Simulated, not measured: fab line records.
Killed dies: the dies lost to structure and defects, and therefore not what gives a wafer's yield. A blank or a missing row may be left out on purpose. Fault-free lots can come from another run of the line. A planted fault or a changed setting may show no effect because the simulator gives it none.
fab line records	flow sfq_line
record: lots: 6	wafers: 18	last_day: 80
route steps=325 shown C5@240 M6@251 I6@266 M7@281 M8@325
lots untouched by any fault: they come from a run of this same line in which no faults occurred
start_h: hours from the record's first day to the start of the lot's first wafer shown	wait_h: how many hours have passed since the lot's step before this one	" repeats the value in the row above	L1.1+2: a row that stands for several wafers	- no value present, or no start provided	* or withheld: withheld	< > ~ a bound
route shown NAME@n: a module of which the file shows steps, and the number in the route of the first	usual: mean and standard deviation over wafers with no fault	same: alike in all rows	chamber/n: place in a boat	sites: each site's reading	_std_site: standard deviation across them	_edge_site: mean of outer sites minus mean of inner sites	radius_mm: for every site, how far away it sits from the centre of the wafer	mask NAME#n: copy n	behind: the most recent tool/chamber to have shaped the wafer	hold: the reason the lot was held/the length of the hold in hours/how it ended	device: the n, p or np transistor that did not switch	end of line: tests run on the same wafers once the route is complete	a step given without rows: its recipe and nothing more	killed: count of dies lost to structure and defects at first sort (not the wafer's yield)	map: a wafer's dies, marking killed ones x, the rest . and places with no die _
set.NAME: the setting as run; set.NAME@STEP: as run at that earlier step	model.NAME: the simulator's own value behind a step, which no gauge read
certain route steps with their lots: each step a table, each wafer a row
services: a tool's chamber out of use, with start hour (start_h, from the record's first day; less than 0 if before it), hours out, and reason
== steps ==
step: SFQ_TRILAYER_C5_LITHO_COAT_156
recipe: resist: BARC	spin_rpm: 3000	resist_thk_nm: 62
step: SFQ_TRILAYER_C5_LITHO_COAT_151
recipe: resist: KrF	spin_rpm: 3000	resist_thk_nm: 650
step: SFQ_TRILAYER_C5_LITHO_SOFTBAKE_155
recipe: temp_c: withheld	time_s: withheld	resist: KrF
step: SFQ_TRILAYER_C5_LITHO_EXPOSE_152
recipe: mask_id: C5	na: 0.6	source_shape: conventional	sigma_outer: 0.65	target_cd_nm: 500	dose_mj: 21.3
step: SFQ_TRILAYER_C5_LITHO_PEB_154
recipe: peb_temp_c: 115	peb_time_s: 60	resist: KrF
step: SFQ_TRILAYER_C5_LITHO_DEVELOP_153
recipe: time_s: 60	resist: KrF
step: SFQ_C5_OVL_MEAS_937
usual: C5_OVL: 0/5.6
lot.wafer	tool	chamber	start_h	wait_h	C5_OVL[nm]
L152.1	overlay-02	-	1423.36	0.1	14
L152.3	"	-	"	"	12
L152.6	"	-	"	"	6
L156.2	overlay-02	-	1556.51	0.1	3
L156.3	"	-	"	"	-3
L156.6	"	-	"	"	6
L166.3	overlay-01	-	1706.38	0.1	-6
L166.4	"	-	"	"	2
L166.6	"	-	"	"	-4
L168.3	overlay-01	-	1713.58	0.1	4
L168.4	"	-	"	"	0
L168.5	"	-	"	"	-4
L170.1	overlay-01	-	1718.37	0.1	2
L170.3	"	-	"	"	-3
L170.5	"	-	"	"	-3
L171.4	overlay-01	-	1720.79	0.1	-7
L171.5	"	-	"	"	-3
L171.6	"	-	"	"	-8
step: SFQ_TRILAYER_C5_BARC_OPEN_VIA_ETCH_210
recipe: mask_material: PR	chemistry: O2	target_depth_nm: 125	target: BARC	source_w: 500	bias_w: 80	pressure_mtorr: 30	time_s: 41.7
usual: drypump_motor_current_A: 5.7/0.48	oes_product_au: 0.685/0.0045
lot.wafer	tool	chamber	start_h	wait_h	drypump_motor_current_A	oes_product_au	rf_hours_counter_h
L152.1	rie_diel-03	2	1423.40	0.0	5.2	0.683	19
L152.3	"	3	"	"	5.5	0.684	19
L152.6	"	1	"	"	6.0	0.682	-
L156.2	rie_diel-03	3	1556.54	0.0	5.5	0.681	21
L156.3	"	0	"	"	5.8	0.681	18
L156.6	"	3	"	"	5.5	0.679	-
L166.3	rie_diel-04	3	1706.41	0.0	6.3	0.691	2
L166.4	"	0	"	"	5.0	0.687	13
L166.6	"	2	"	"	4.9	0.686	-
L168.3	rie_diel-04	3	1713.61	0.0	6.3	0.680	2
L168.4	"	1	"	"	5.6	0.686	8
L168.5	"	0	"	"	5.0	0.685	-
L170.1	rie_diel-03	2	1718.41	0.0	5.1	0.686	3
L170.3	"	1	"	"	5.9	0.687	9
L170.5	"	1	"	"	5.9	0.687	-
L171.4	rie_diel-01	2	1720.81	0.0	5.6	0.685	15
L171.5	"	3	"	"	6.0	0.685	-
L171.6	"	2	"	"	5.6	0.683	-
step: SFQ_TRILAYER_C5_ETCH_VIA_ETCH_154
recipe: target: SiO2	mask_material: PR	chemistry: CHF3	target_depth_nm: 84	source_w: 500	bias_w: 80	pressure_mtorr: 30	time_s: withheld	stop_on: Nb
usual: drypump_motor_current_A: 5.7/0.48	oes_product_au: 0.893/0.0086
lot.wafer	tool	chamber	start_h	wait_h	drypump_motor_current_A	oes_product_au
L152.1	rie_diel-03	2	1423.44	0.0	5.2	0.883
L152.3	"	3	"	"	5.5	0.875
L152.6	"	1	"	"	5.9	0.896
L156.2	rie_diel-03	3	1556.58	0.0	5.5	0.886
L156.3	"	0	"	"	5.8	0.896
L156.6	"	3	"	"	5.5	0.907
L166.3	rie_diel-04	3	1706.45	0.0	6.3	0.886
L166.4	"	0	"	"	5.0	0.897
L166.6	"	2	"	"	4.9	0.903
L168.3	rie_diel-04	3	1713.65	0.0	6.2	0.885
L168.4	"	1	"	"	5.6	0.889
L168.5	"	0	"	"	5.0	0.895
L170.1	rie_diel-03	2	1718.45	0.0	5.1	0.879
L170.3	"	1	"	"	5.9	0.889
L170.5	"	1	"	"	5.9	0.881
L171.4	rie_diel-01	2	1720.85	0.0	5.6	0.894
L171.5	"	3	"	"	6.1	0.894
L171.6	"	2	"	"	5.6	0.893
step: SFQ_TRILAYER_C5_STRIP_STRIP_155
recipe: gas: O2	power_w: 200	platen_temp_c: 40	overash_fraction: 0.65	chemistry: O2	pressure_mtorr: 50
usual: drypump_motor_current_A: 5.8/0.63	oes_product_au: 1.005/0.0092
lot.wafer	tool	chamber	start_h	wait_h	drypump_motor_current_A	oes_product_au	rf_hours_counter_h
L152.1	rie_metal-01	0	1423.49	-	5.3	1.001	108
L152.3	"	1	"	"	6.3	1.010	-
L152.6	"	0	"	"	5.3	1.007	-
L156.2	rie_metal-02	1	1556.63	-	6.3	1.001	3
L156.3	"	1	"	"	6.3	0.987	-
L156.6	"	0	"	"	6.6	1.012	-
L166.3	rie_metal-02	1	1706.69	-	6.3	0.986	-
L166.4	"	0	"	"	6.5	1.010	-
L166.6	"	1	"	"	6.3	0.989	-
L168.3	rie_metal-04	1	1713.89	-	4.8	1.016	-
L168.4	"	0	"	"	5.7	1.011	-
L168.5	"	0	"	"	5.7	1.012	-
L170.1	rie_metal-04	1	1718.49	-	4.8	1.016	24
L170.3	"	1	"	"	4.8	1.021	-
L170.5	"	1	"	"	4.8	1.019	-
L171.4	rie_metal-01	0	1721.49	-	5.3	0.991	-
L171.5	"	0	"	"	5.3	1.008	-
L171.6	"	0	"	"	5.3	0.996	-
step: SFQ_TRILAYER_C5_STRIP_SOLV_CLEAN_156
recipe: chemistry: NMP	temp_c: 70	time_s: 600
step: SFQ_TRILAYER_M6_DEP_PRE_CLEAN_158
recipe: gas: Ar	time_s: 22.5	bias_v: 250
step: SFQ_TRILAYER_M6_DEP_SPUTTER_157
recipe: material: Nb	base_pressure_pa: 1.33e-06	chamber_pressure_pa: 0.1333	substrate_temp_c: 20	target_thk_nm: 200	power_w: 2000	time_s: 133.3
usual: throttle_valve_pct: 29.8/1
lot.wafer	tool	chamber	start_h	wait_h	throttle_valve_pct	model.Nb_of_TRILAYER_M6_DEP_SPUTTER_157.thk_nm
L152.1	pvd_sputter-06	-	1424.31	0.0	29.5	202.5
L152.3	"	-	"	"	28.7	202.9
L152.6	"	-	"	"	29.0	202.8
L156.2	pvd_sputter-04	-	1557.44	0.0	30.6	199.9
L156.3	"	-	"	"	29.0	196.2
L156.6	"	-	"	"	29.1	196.5
L166.3	pvd_sputter-04	-	1707.30	0.0	28.7	196.5
L166.4	"	-	"	"	30.8	223.3
L166.6	"	-	"	"	29.1	217.3
L168.3	pvd_sputter-04	-	1714.50	0.0	32.0	199.7
L168.4	"	-	"	"	30.5	224.1
L168.5	"	-	"	"	29.0	220.8
L170.1	pvd_sputter-05	-	1719.30	0.0	28.8	202.5
L170.3	"	-	"	"	29.4	201.1
L170.5	"	-	"	"	29.4	203.6
L171.4	pvd_sputter-06	-	1722.30	0.0	28.7	199.3
L171.5	"	-	"	"	29.5	197.1
L171.6	"	-	"	"	30.7	199.8
step: SFQ_M6_RS_MEAS_938
recipe: thk_meas_gauge: four-point-probe	reads: Nb_of_TRILAYER_M6_DEP_SPUTTER_157
usual: M6_NB_RS: 0.889/0.012
lot.wafer	tool	chamber	start_h	wait_h	M6_NB_RS[ohm/sq]
L152.1	film_metro-03	-	1424.40	0.0	0.880
L152.3	"	-	"	"	0.877
L152.6	"	-	"	"	0.879
L156.2	film_metro-02	-	1557.55	0.1	0.889
L156.3	"	-	"	"	0.905
L156.6	"	-	"	"	0.903
L166.3	film_metro-03	-	1707.43	0.1	0.904
L166.4	"	-	"	"	0.797
L166.6	"	-	"	"	0.819
L168.3	film_metro-03	-	1714.63	0.1	0.890
L168.4	"	-	"	"	0.795
L168.5	"	-	"	"	0.806
L170.1	film_metro-04	-	1719.39	0.0	0.879
L170.3	"	-	"	"	0.886
L170.5	"	-	"	"	0.874
L171.4	film_metro-02	-	1722.45	0.1	0.893
L171.5	"	-	"	"	0.904
L171.6	"	-	"	"	0.888
step: SFQ_TRILAYER_M6_LITHO_COAT_164
recipe: resist: BARC	spin_rpm: 3000	resist_thk_nm: 62
step: SFQ_TRILAYER_M6_LITHO_COAT_159
recipe: resist: KrF	spin_rpm: 3000	resist_thk_nm: 600
step: SFQ_TRILAYER_M6_LITHO_SOFTBAKE_163
recipe: temp_c: withheld	time_s: withheld	resist: KrF
step: SFQ_TRILAYER_M6_LITHO_EXPOSE_160
recipe: mask_id: M6	na: 0.6	source_shape: conventional	sigma_outer: 0.65	target_cd_nm: 500	dose_mj: 14.4
step: SFQ_TRILAYER_M6_LITHO_PEB_162
recipe: peb_temp_c: 115	peb_time_s: 60	resist: KrF
step: SFQ_TRILAYER_M6_LITHO_DEVELOP_161
recipe: time_s: 60	resist: KrF
step: SFQ_M6_OVL_MEAS_940
usual: M6_OVL: -2/5.1
lot.wafer	tool	chamber	start_h	wait_h	M6_OVL[nm]
L152.1	overlay-02	-	1514.21	0.1	-5
L152.3	"	-	"	"	-8
L152.6	"	-	"	"	-6
L156.2	overlay-02	-	1701.76	0.1	5
L156.3	"	-	"	"	8
L156.6	"	-	"	"	8
L166.3	overlay-02	-	1746.16	0.1	0
L166.4	"	-	"	"	-2
L166.6	"	-	"	"	2
L168.3	overlay-02	-	1754.56	0.1	-3
L168.4	"	-	"	"	-9
L168.5	"	-	"	"	-3
L170.1	overlay-02	-	1758.15	0.1	2
L170.3	"	-	"	"	-5
L170.5	"	-	"	"	-6
L171.4	overlay-02	-	1759.37	0.1	-3
L171.5	"	-	"	"	-1
L171.6	"	-	"	"	2
step: SFQ_TRILAYER_M6_BARC_OPEN_METAL_ETCH_206
recipe: mask_material: PR	chemistry: O2	target_depth_nm: 125	target: BARC	icp_w: 600	bias_w: 80	pressure_mtorr: 10	time_s: 41.7
step: SFQ_TRILAYER_M6_ETCH_METAL_ETCH_162
recipe: target: Nb	stop_on: SiO2	mask_material: PR	chemistry: Cl2/Ar	target_depth_nm: 240	icp_w: 600	bias_w: 80	pressure_mtorr: 10	time_s: 120
usual: drypump_motor_current_A: 5.7/0.49	oes_product_au: 0.895/0.0079
lot.wafer	tool	chamber	start_h	wait_h	drypump_motor_current_A	oes_product_au	rf_hours_counter_h
L152.1	rie_metal-01	0	1514.30	0.0	5.3	0.902	123
L152.3	"	1	"	"	6.3	0.907	-
L152.6	"	0	"	"	5.3	0.893	-
L156.2	rie_metal-01	0	1701.85	0.0	5.3	0.891	5
L156.3	"	0	"	"	5.3	0.883	-
L156.6	"	0	"	"	5.3	0.881	-
L166.3	rie_metal-01	1	1746.29	0.1	6.3	0.887	-
L166.4	"	0	"	"	5.3	0.951	-
L166.6	"	0	"	"	5.3	0.937	-
L168.3	rie_metal-03	0	1754.69	0.1	5.5	0.893	-
L168.4	"	1	"	"	6.1	0.949	-
L168.5	"	1	"	"	6.1	0.943	-
L170.1	rie_metal-04	1	1758.25	0.0	4.8	0.904	32
L170.3	"	1	"	"	4.7	0.893	-
L170.5	"	1	"	"	4.8	0.907	-
L171.4	rie_metal-01	0	1759.49	0.1	5.4	0.894	-
L171.5	"	1	"	"	6.3	0.893	-
L171.6	"	0	"	"	5.3	0.898	-
step: SFQ_TRILAYER_M6_STRIP_STRIP_163
recipe: gas: O2	power_w: 200	platen_temp_c: 40	overash_fraction: 0.65	chemistry: O2	pressure_mtorr: 50
usual: drypump_motor_current_A: 5.7/0.48	oes_product_au: 1.000/0.011
lot.wafer	tool	chamber	start_h	wait_h	drypump_motor_current_A	oes_product_au	rf_hours_counter_h
L152.1	rie_metal-01	0	1514.43	0.1	5.3	1.003	123
L152.3	"	1	"	"	6.3	0.997	-
L152.6	"	0	"	"	5.3	0.999	-
L156.2	rie_metal-01	0	1701.97	0.1	5.3	0.992	6
L156.3	"	0	"	"	5.3	0.996	-
L156.6	"	0	"	"	5.3	0.992	-
L166.3	rie_metal-01	1	1746.57	0.2	6.3	1.008	-
L166.4	"	0	"	"	5.3	0.987	-
L166.6	"	0	"	"	5.3	0.985	-
L168.3	rie_metal-03	0	1754.97	0.2	5.5	0.997	-
L168.4	"	1	"	"	6.1	0.986	-
L168.5	"	1	"	"	6.1	0.983	-
L170.1	rie_metal-04	1	1758.37	0.1	4.7	1.010	32
L170.3	"	1	"	"	4.7	1.015	-
L170.5	"	1	"	"	4.7	1.012	-
L171.4	rie_metal-01	0	1759.77	0.2	5.3	0.992	-
L171.5	"	1	"	"	6.3	1.018	-
L171.6	"	0	"	"	5.3	0.987	-
step: SFQ_TRILAYER_M6_STRIP_SOLV_CLEAN_164
recipe: chemistry: NMP	temp_c: 70	time_s: 600
step: SFQ_TRILAYER_I6_DEP_PECVD_165
recipe: material: SiO2	temp_c: 150	time_s: 111.11	pressure_torr: 2.4	rf_w: 183.3	precursor: SiH4/N2O	target_thk_nm: 500
step: SFQ_TRILAYER_I6_CMP_CMP_166
recipe: material: SiO2	down_force_psi: 3	platen_rpm: 60	pad_velocity_m_s: 0.94248
usual: motor_current_A: 10.3/0.89	platen_rpm: 60.01/0.037	slurry_filter_dp_kPa: 13.51/0.14	time_to_endpoint_s: 220/9.2
lot.wafer	tool	chamber	start_h	wait_h	motor_current_A	platen_rpm	slurry_filter_dp_kPa	time_to_endpoint_s
L152.3	cmp-01	2	1517.89	2.6	11.0	60.01	13.24	213
L152.1	"	3	"	"	9.6	59.97	13.58	223
L152.6	"	1	1519.39	4.1	8.5	60.06	13.55	224
L156.3	cmp-01	0	1703.93	1.1	10.5	59.97	13.36	221
L156.2	"	1	"	"	8.6	59.96	13.17	226
L156.6	"	0	1705.93	3.1	10.8	59.99	13.43	226
L166.3	cmp-01	3	1753.73	6.5	9.2	60.05	13.44	223
L166.4	"	1	1754.73	7.5	9.4	60.10	13.59	214
L166.6	"	2	"	"	10.8	59.94	13.66	228
L168.3	cmp-01	3	1760.23	4.6	10.1	60.05	13.46	226
L168.4	"	0	"	"	10.1	60.01	13.84	231
L168.5	"	2	1761.73	6.1	11.1	59.99	13.45	229
L170.3	cmp-02	2	1764.54	5.3	11.4	60.03	13.79	208
L170.1	"	1	1766.04	6.8	10.5	59.97	13.52	223
L170.5	"	2	"	"	11.2	59.97	13.34	219
L171.4	cmp-02	2	1768.54	8.1	11.4	60.04	13.45	218
L171.6	"	0	1769.54	9.1	11.6	59.98	13.57	218
L171.5	"	1	"	"	9.7	60.03	13.55	232
step: SFQ_I6_BOW_MEAS_941
recipe: mode: bow
usual: I6_BOW: 10/11
lot.wafer	tool	chamber	start_h	wait_h	I6_BOW[um]
L152.1	film_metro-01	-	1519.89	1.0	26
L152.3	"	-	"	"	29
L152.6	"	-	"	"	8
L156.2	film_metro-02	-	1706.45	1.5	17
L156.3	"	-	"	"	15
L156.6	"	-	"	"	12
L166.3	film_metro-04	-	1756.27	2.0	12
L166.4	"	-	"	"	16
L166.6	"	-	"	"	2
L168.3	film_metro-02	-	1762.27	1.5	15
L168.4	"	-	"	"	1
L168.5	"	-	"	"	5
L170.1	film_metro-01	-	1767.54	1.0	8
L170.3	"	-	"	"	26
L170.5	"	-	"	"	9
L171.4	film_metro-02	-	1770.60	1.6	5
L171.5	"	-	"	"	1
L171.6	"	-	"	"	13
step: SFQ_TRILAYER_I6_METRO_MEASURE_167
step: SFQ_TRILAYER_I6_VIA_LITHO_COAT_174
recipe: resist: BARC	spin_rpm: 3000	resist_thk_nm: 62
step: SFQ_TRILAYER_I6_VIA_LITHO_COAT_169
recipe: resist: KrF	spin_rpm: 3000	resist_thk_nm: 650
step: SFQ_TRILAYER_I6_VIA_LITHO_SOFTBAKE_173
recipe: temp_c: withheld	time_s: withheld	resist: KrF
step: SFQ_TRILAYER_I6_VIA_LITHO_EXPOSE_170
recipe: mask_id: I6	na: 0.6	source_shape: conventional	sigma_outer: 0.65	target_cd_nm: 700	dose_mj: 21.3
step: SFQ_TRILAYER_I6_VIA_LITHO_PEB_172
recipe: peb_temp_c: 115	peb_time_s: 60	resist: KrF
step: SFQ_TRILAYER_I6_VIA_LITHO_DEVELOP_171
recipe: time_s: 60	resist: KrF
step: SFQ_I6_OVL_MEAS_942
usual: I6_OVL: -4/5.7
lot.wafer	tool	chamber	start_h	wait_h	I6_OVL[nm]
L152.1	overlay-02	-	1684.95	0.1	-15
L152.3	"	-	"	"	-15
L152.6	"	-	"	"	-17
L156.2	overlay-02	-	1747.36	0.1	5
L156.3	"	-	"	"	7
L156.6	"	-	"	"	11
L166.3	overlay-02	-	1776.16	0.1	2
L166.4	"	-	"	"	-7
L166.6	"	-	"	"	-2
L168.3	overlay-01	-	1780.96	0.1	-8
L168.4	"	-	"	"	-10
L168.5	"	-	"	"	-11
L170.1	overlay-01	-	1784.55	0.1	-1
L170.3	"	-	"	"	2
L170.5	"	-	"	"	-1
L171.4	overlay-01	-	1785.77	0.1	-3
L171.5	"	-	"	"	-6
L171.6	"	-	"	"	-6
step: SFQ_TRILAYER_I6_VIA_BARC_OPEN_VIA_ETCH_235
recipe: mask_material: PR	chemistry: O2	target_depth_nm: 125	target: BARC	source_w: 500	bias_w: 80	pressure_mtorr: 30	time_s: 41.7
step: SFQ_TRILAYER_I6_VIA_ETCH_VIA_ETCH_172
recipe: target: SiO2	stop_on: Nb	mask_material: PR	taper_deg: 20	chemistry: CHF3	target_depth_nm: 260	source_w: 500	bias_w: 80	pressure_mtorr: 30	time_s: withheld
step: SFQ_TRILAYER_I6_VIA_STRIP_STRIP_173
recipe: gas: O2	power_w: 200	platen_temp_c: 40	overash_fraction: 0.65	chemistry: O2	pressure_mtorr: 50
step: SFQ_TRILAYER_I6_VIA_STRIP_SOLV_CLEAN_174
recipe: chemistry: NMP	temp_c: 70	time_s: 600
step: SFQ_TRILAYER_M7_DEP_PRE_CLEAN_176
recipe: gas: Ar	time_s: 22.5	bias_v: 250
step: SFQ_M8_BOW_MEAS_951
recipe: mode: bow
usual: M8_BOW: 11/11
lot.wafer	tool	chamber	start_h	wait_h	M8_BOW[um]	model.etest.m6.ohm_um	model.etest.i5.link_ohm	model.etest.i6.link_ohm	model.etest.m6.ohm_sq
L152.1	film_metro-03	-	1835.88	0.0	23	1.752	2.275	1.862	0.8788
L152.3	"	-	"	"	27	1.754	2.261	1.868	0.877
L152.6	"	-	"	"	6	1.751	2.268	1.869	0.8775
L156.2	film_metro-04	-	1851.21	0.0	25	1.774	2.297	1.865	0.8904
L156.3	"	-	"	"	23	1.807	2.31	1.884	0.9069
L156.6	"	-	"	"	22	1.807	2.317	1.881	0.9054
L166.3	film_metro-04	-	1907.66	0.0	10	1.805	2.271	1.911	0.9054
L166.4	"	-	"	"	15	1.593	2.13	1.801	0.7967
L166.6	"	-	"	"	0	1.635	2.157	1.838	0.819
L168.3	film_metro-03	-	1912.29	0.0	12	1.786	2.277	1.888	0.8909
L168.4	"	-	"	"	-3	1.58	2.161	1.798	0.7941
L168.5	"	-	"	"	0	1.606	2.185	1.8	0.8061
L170.1	film_metro-04	-	1914.65	0.0	15	1.771	2.246	1.85	0.8787
L170.3	"	-	"	"	33	1.783	2.263	1.856	0.8851
L170.5	"	-	"	"	15	1.76	2.236	1.853	0.8739
L171.4	film_metro-03	-	1916.08	0.1	10	1.783	2.257	1.867	0.8929
L171.5	"	-	"	"	3	1.798	2.284	1.871	0.9029
L171.6	"	-	"	"	16	1.783	2.246	1.87	0.8906
== services ==
tool	chamber	start_h	hours	kind
cmp-01	-	1402.73	1.4	repair
cmp-01	-	1404.96	3.1	repair
rie_diel-04	-	1460.43	0.7	repair
cmp-01	-	1467.42	1.5	repair
rie_diel-04	-	1527.47	1.8	repair
cmp-01	-	1548.26	2.2	repair
rie_metal-04	-	1556.38	14.6	pm
rie_diel-04	-	1585.16	2.8	pm
cmp-01	-	1598.38	4.0	pm
rie_diel-04	-	1602.38	4.0	pm
rie_diel-03	2	1602.46	5.0	repair
rie_diel-04	0	1608.97	2.8	repair
cmp-01	-	1612.18	7.7	pm
rie_diel-04	0	1619.37	2.6	repair
cmp-01	-	1628.44	1.2	repair
cmp-01	-	1629.77	0.4	repair
rie_diel-04	1	1636.25	22.5	repair
rie_diel-04	0	1644.56	8.0	repair
rie_diel-04	3	1646.49	10.4	repair
rie_diel-03	1	1656.94	2.0	repair
cmp-01	-	1666.24	8.2	pm
rie_diel-04	1	1714.83	8.5	repair
cmp-01	-	1732.12	1.4	repair
rie_metal-01	1	1763.97	1.0	repair
== key ==
first_sign: step: SFQ_M6_RS_MEAS_938	reading: M6_NB_RS	direction: down	sigmas: 7.2	usual: 0.889	struck: 0.804
effect: step: SFQ_TRILAYER_M6_ETCH_METAL_ETCH_162	reading: oes_product_au	direction: up	sigmas: 6.3	usual: 0.895	struck: 0.945
model_effect: step: SFQ_TRILAYER_M6_DEP_SPUTTER_157	value: Nb_of_TRILAYER_M6_DEP_SPUTTER_157.thk_nm	without: 200	struck: 221.4
model_effect: step: SFQ_M8_BOW_MEAS_951	value: etest.m6.ohm_um	without: 1.775	struck: 1.604
met_at SFQ_TRILAYER_M6_DEP_SPUTTER_157
struck_wafers L166.4,L166.6,L168.4,L168.5
onset_between 1557.44 1707.30
fault: kind: process_parameter_drift	tool: pvd_sputter-04	chamber: -	onset_h: 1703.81	steps: SFQ_TRILAYER_M6_DEP_SPUTTER_157	channel: time_s	offset: *	shape: step	end_h: 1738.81	scope: struck_wafers_only	acts_in: *	stated: *
